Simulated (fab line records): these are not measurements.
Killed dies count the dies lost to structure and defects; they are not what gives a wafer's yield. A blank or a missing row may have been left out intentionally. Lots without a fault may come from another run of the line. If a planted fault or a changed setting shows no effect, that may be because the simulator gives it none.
Chamber matching + flow sky130 + cmp-02 running SKY_VIA2_CMP_24: 4 sister chambers
The step polishes, stops on SiO2, t overpolish 20 s, target thk 0 nm. 8 wafers are shown with their chamber, then 10 later ones without.

EACH WAFER AND ITS CHAMBER
| wafer  | chamber | motorCurrentA (A) | overpolishRunS (s) |
|--------|---------|-------------------|--------------------|
| L764.2 | 3       | 12.1              | 20.002             |
| L765.6 | 0       | 11.5              | 20.005             |
| L766.4 | 0       | 11.8              | 20.007             |
| L766.6 | 1       | 10.6              | 20.010             |
| L767.4 | 1       | 11.1              | 20.002             |
| L767.5 | 2       | 12.3              | 19.996             |
| L768.1 | 3       | 12.4              | 20.002             |
| L768.2 | 2       | 12.5              | 20.006             |

WAFERS WHOSE CHAMBER IS MISSING
| wafer  | motorCurrentA (A) | overpolishRunS (s) |
|--------|-------------------|--------------------|
| L768.3 | 11.2              | 20.005             |
| L777.2 | 12.5              | 19.994             |
| L777.3 | 11.6              | 20.000             |
| L777.5 | 12.6              | 19.996             |
| L778.3 | 10.7              | 19.988             |
| L778.4 | 10.9              | 19.985             |
| L778.6 | 11.6              | 20.001             |
| L783.2 | 13.1              | 19.999             |
| L783.3 | 11.0              | 20.007             |
| L783.4 | 11.3              | 20.012             |

WHICH CHAMBER EACH ONE RAN IN
| wafer  | from the rows above          | in truth |
|--------|------------------------------|----------|
| L768.3 | can't be placed: 1 or 0      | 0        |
| L777.2 | can't be placed: 2 or 3      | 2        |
| L777.3 | can't be placed: 0 or 3 or 2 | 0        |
| L777.5 | can't be placed: 2 or 3      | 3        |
| L778.3 | can't be placed: 1 or 0      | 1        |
| L778.4 | can't be placed: 1 or 0      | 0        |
| L778.6 | can't be placed: 0 or 3      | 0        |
| L783.2 | can't be placed: 2 or 3      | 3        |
| L783.3 | 1                            | 1        |
| L783.4 | can't be placed: 0 or 1      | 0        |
Correctly placed: 1 of 10. Unplaceable from these rows: 9, with the true chamber sitting among the candidates in 9. Wrongly placed: 0.
How it was worked out, from the rows above alone: a wafer's distance from a chamber is the root of the sum, over the readings, of the square of ((its reading less the chamber's mean) divided by the reading's scatter). If the next closest chamber is less than 2 further off than the closest, the wafer can't be placed; otherwise it belongs to the closest. Each chamber's mean is taken over the wafers shown for it. The scatter: take each reading less its chamber's mean, square it, sum over the shown wafers, divide by the number of wafers less the number of chambers, and take the root.
